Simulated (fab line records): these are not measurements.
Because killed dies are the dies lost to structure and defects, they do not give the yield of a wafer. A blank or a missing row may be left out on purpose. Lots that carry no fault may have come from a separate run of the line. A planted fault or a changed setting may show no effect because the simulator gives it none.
A lot that was struck, set against a sound lot	flow sky130	25 steps out of a route of 708
Sound: the wafers L252.2, L252.4, L252.6. Struck: wafers L243.2, L243.3, L243.6. Last of all comes the cause.
At each step with rows: each side's tool, then ch and its chambers, then its first start. Under that, the readings that differ: sound wafers	struck wafers	difference of the means	sigmas: that difference in standard deviations of wafers without a fault.
alike: a reading whose means differ by less than 2 such deviations, as well as words and numbers matching on both sides. not compared: withheld readings; readings where some wafer has no value; bounds like >300 that might hide an equal value; numbers whose values overlap and for which the record gives no deviation.
Wherever a step has rows on one side only, a row that says differs or no value, or a row with sigmas, the two part there. Non-overlapping numbers with no deviation appear without sigmas and do not part them. A reading missing from all wafers of one side parts the sides only when that side holds two or more wafers.

first, 1 step without rows for these wafers: SKY_VIA2_SPUTTER_20 (material TiN, target thk 20 nm, time 80 s).
SKY_VIA2_CVD_21: deposits W, target thk 420 nm, time 126.4 s.
  sound on cvdW-01 ch 0, day 41 00:22; struck on cvdW-01 ch 0,1, day 38 13:02
  alike: heaterPowerW
SKY_VIA2_RS_MEAS_22: uses a four-point probe to measure.
  struck on filmMetro-03, day 38 13:11; sound on filmMetro-02, day 41 00:35
  alike: VIA2_W_RS
SKY_VIA2_THK_MEAS_23: measures by xrf.
  struck on filmMetro-03, day 38 13:17; sound on filmMetro-02, day 41 00:42
reading	sound	struck	difference	sigmas
VIA2_W_THK (nm)	402 408 405	418 424 420	+16	+2
SKY_VIA2_CMP_24: polishes, stops on SiO2, t overpolish 20 s, target thk 0 nm.
  sound on cmp-01 ch 0,2, day 41 00:48; struck on cmp-02 ch 1,2, day 38 13:20
  alike: motorCurrentA, overpolishRunS, slurryFlowMlMin, timeToEndpointS
then, 1 step without rows for these wafers: SKY_METAL3_SPUTTER_00 (material Ti, target thk 15 nm, time 10 s).
SKY_METAL3_SPUTTER_01: material TiN, target thk 20 nm, time 16.7 s.
  struck on pvdSputter-01, day 38 13:40; sound on pvdSputter-04, day 41 01:05
  alike: cathodeDcPowerW, chamberPressurePa, throttleValvePct
SKY_METAL3_SPUTTER_02: material AlCu, target thk 735 nm, time 39.1 s.
  struck on pvdSputter-01, day 38 13:41; sound on pvdSputter-04, day 41 01:06
  alike: cathodeDcPowerW, chamberPressurePa, throttleValvePct
then, 3 steps without rows for these wafers: SKY_METAL3_SPUTTER_03 (material Ti, target thk 5 nm, time 3.3 s); SKY_METAL3_SPUTTER_04 (material TiN, target thk 70 nm, time 58.3 s); SKY_CAPM_CVD_00 (deposits SiO2, target thk 15.5 nm).
SKY_CAPM_THK_MEAS_01:
  struck on filmMetro-01, day 38 13:50; sound on filmMetro-03, day 41 01:15
  alike: CAPM_CVD_00_THK
SKY_CAPM_SPUTTER_02: material TiN, target thk 200 nm, time 166.7 s.
  struck on pvdSputter-03, day 38 13:53; sound on pvdSputter-02, day 41 01:18
  no value came back on the struck wafers for cathodeDcPowerW (W), chamberPressurePa (Pa), throttleValvePct (%); on the sound wafers cathodeDcPowerW (W) reads 6500.1 6501.5 6501.3
SKY_CAPM_RS_MEAS_03: uses a four-point probe to measure.
  struck on filmMetro-03, day 38 14:01; sound on filmMetro-04, day 41 01:26
reading	sound	struck	difference	sigmas
CAPM_TIN_RS (ohm/sq)	7.15 7.14 7.14	- - -	no value on the struck wafers	
SKY_CAPM_THK_MEAS_04: measures by xrf.
  struck on filmMetro-03, day 38 14:07; sound on filmMetro-04, day 41 01:32
reading	sound	struck	difference	sigmas
CAPM_TIN_THK (nm)	196 196 195	<0 <0 <0	differs	
then, 7 steps without rows for these wafers: SKY_CAPM_DEHYDRATE_05 (time 60 s); SKY_CAPM_HMDS_06 (prime time 60 s); SKY_CAPM_COAT_07 (resist thk 1140 nm); SKY_CAPM_SOFTBAKE_08 (time 60 s); SKY_CAPM_EXPOSE_09 (exposes mask CAPM, target cd 1000 nm); SKY_CAPM_PEB_10; SKY_CAPM_DEVELOP_11 (develop time 60 s).
SKY_CAPM_OVL_MEAS_12:
  struck on overlay-02, day 39 14:21; sound on overlay-01, day 42 01:27
  alike: CAPM_OVL
SKY_CAPM_METAL_ETCH_13: etches TiN in Cl2/BCl3, stops on SiO2, target depth 220 nm, time 62.9 s.
  sound on rieMetal-04 ch 0, day 42 01:29; struck on rieMetal-03 ch 0,1, day 39 14:23
reading	sound	struck	difference	sigmas
drypumpMotorCurrentA (A)	5.1 5.1 5.1	6.5 5.6 6.5	+1.1	+2
oesProductAu (a.u.)	0.918 0.932 0.919	0.369 0.374 0.373	-0.551	-70
throttleValvePct (%)	21.924 21.901 21.921	22.269 22.264 22.256	+0.348	+35
  alike: rfFwdPowerW
  not compared: rfHoursCounterH
SKY_CAPM_STRIP_14: strips in O2/N2.
  sound on plasmaAsher-01 ch 0,1, day 42 01:34; struck on plasmaAsher-02 ch 0,1, day 39 14:28
reading	sound	struck	difference	sigmas
drypumpMotorCurrentA (A)	5.5 5.4 5.5	6.3 6.5 6.5	+1.0	+2
  alike: oesProductAu, stripTimeToEndpointS
  not compared: rfHoursCounterH

WHERE THEY PART
Last at SKY_CAPM_STRIP_14 as far as this record goes, first at SKY_VIA2_THK_MEAS_23.

WHY: what had been put in by the simulator
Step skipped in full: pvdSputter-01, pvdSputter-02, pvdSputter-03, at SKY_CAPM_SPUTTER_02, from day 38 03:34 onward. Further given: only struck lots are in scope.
